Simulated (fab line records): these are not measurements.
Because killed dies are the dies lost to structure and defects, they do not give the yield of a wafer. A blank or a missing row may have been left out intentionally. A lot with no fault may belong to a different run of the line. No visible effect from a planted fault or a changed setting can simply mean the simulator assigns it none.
A struck lot beside a sound one ; flow gf180mcu ; 14 steps out of a route of 602
Sound: these wafers, L603.2, L603.3, L603.5. Struck: wafers L594.1, L594.4, L594.5. The cause comes at the end.
Order at every step that has rows: each side's tool, ch and its chambers, its first start. Under that, the readings that differ: sound wafers ; struck wafers ; difference of the means ; sigmas: that difference in standard deviations of wafers without a fault.
alike: readings with means less than 2 such deviations apart, plus words and numbers identical on both sides. not compared: withheld readings, readings lacking a value on some wafer, bounds such as >300 that could conceal the same value, and numbers that have no deviation in the record and whose values overlap.
A row with sigmas, a row that says differs or no value, or rows on one side alone: a step with any of these is where the two part. Non-overlapping numbers with no deviation appear without sigmas and do not part them. A reading that every wafer of one side lacks parts them only if that side has two wafers or more.

first, 4 steps without rows for these wafers: GF_V4_SOFTBAKE_10 (time 60 s); GF_V4_EXPOSE_11 (exposes mask Via4, target cd 260 nm); GF_V4_PEB_12 (peb time 90 s); GF_V4_DEVELOP_13 (develop time 60 s).
GF_V4_CD_MEAS_14 targets a cd of 260 nm.
  sound on cd_sem-02, day 28 19:50; struck on cd_sem-01, day 26 04:14
  alike: cd_nm
GF_V4_OVL_MEAS_15:
  sound on overlay-02, day 28 19:56; struck on overlay-01, day 26 04:21
reading;sound;struck;difference;sigmas
V4_OVL (nm);8 16 15;2 3 -3;-12;-2
GF_V4_ETCH_16: etches BARC in N2/H2.
  sound on rie_diel-02 ch 0,2, day 28 19:58; struck on rie_diel-02 ch 1,2, day 26 04:23
  alike: drypump_motor_current_A, n2_flow_sccm, oes_product_au, throttle_valve_pct
GF_V4_ETCH_17: etches SiO2 in C4F8/O2/Ar, stops on TiN, target depth 630 nm.
  sound on rie_diel-02 ch 0,2; struck on rie_diel-02 ch 1,2
  alike: oes_product_au
GF_V4_STRIP_18: strips in O2/N2.
  sound on plasma_asher-02 ch 0, day 28 20:06; struck on plasma_asher-03 ch 0,1, day 26 04:31
  alike: drypump_motor_current_A, heater_power_w, n2_flow_sccm, oes_product_au
  not compared: rf_hours_counter_h
then, 2 steps without rows for these wafers: GF_V4_STRIP_19 (strips in post etch residue remover, time 1200 s); GF_V4_CLEAN_20 (cleans in DIW).
GF_V4_SPUTTER_21: material Ti, target thk 15 nm, time 80.02 s.
  sound on pvd_sputter-02, day 28 20:38; struck on pvd_sputter-02, day 26 05:05
  alike: cathode_dc_power_W, chamber_pressure_pa, throttle_valve_pct
GF_V4_SPUTTER_22: material TiN, target thk 10 nm, time 40 s.
  sound on pvd_sputter-02, day 28 20:41; struck on pvd_sputter-02, day 26 05:08
  no value came back on the struck wafers for cathode_dc_power_W (W), chamber_pressure_pa (Pa), throttle_valve_pct (%); on the sound wafers cathode_dc_power_W (W) reads 4000.1 4000.8 4000.3
GF_V4_CVD_23: deposits W, target thk 350 nm, time 104.9 s.
  sound on cvd_w-01 ch 0,1, day 28 20:44; struck on cvd_w-02 ch 0,1, day 26 05:11
  alike: chamber_pressure_Torr, heater_power_outer_w, heater_power_w

WHERE THEY PART
Last at GF_V4_SPUTTER_22 as far as this record goes, first at GF_V4_OVL_MEAS_15. Later steps at which nothing parts them and some readings are alike: GF_V4_CVD_23.

WHY: the cause the simulator had injected
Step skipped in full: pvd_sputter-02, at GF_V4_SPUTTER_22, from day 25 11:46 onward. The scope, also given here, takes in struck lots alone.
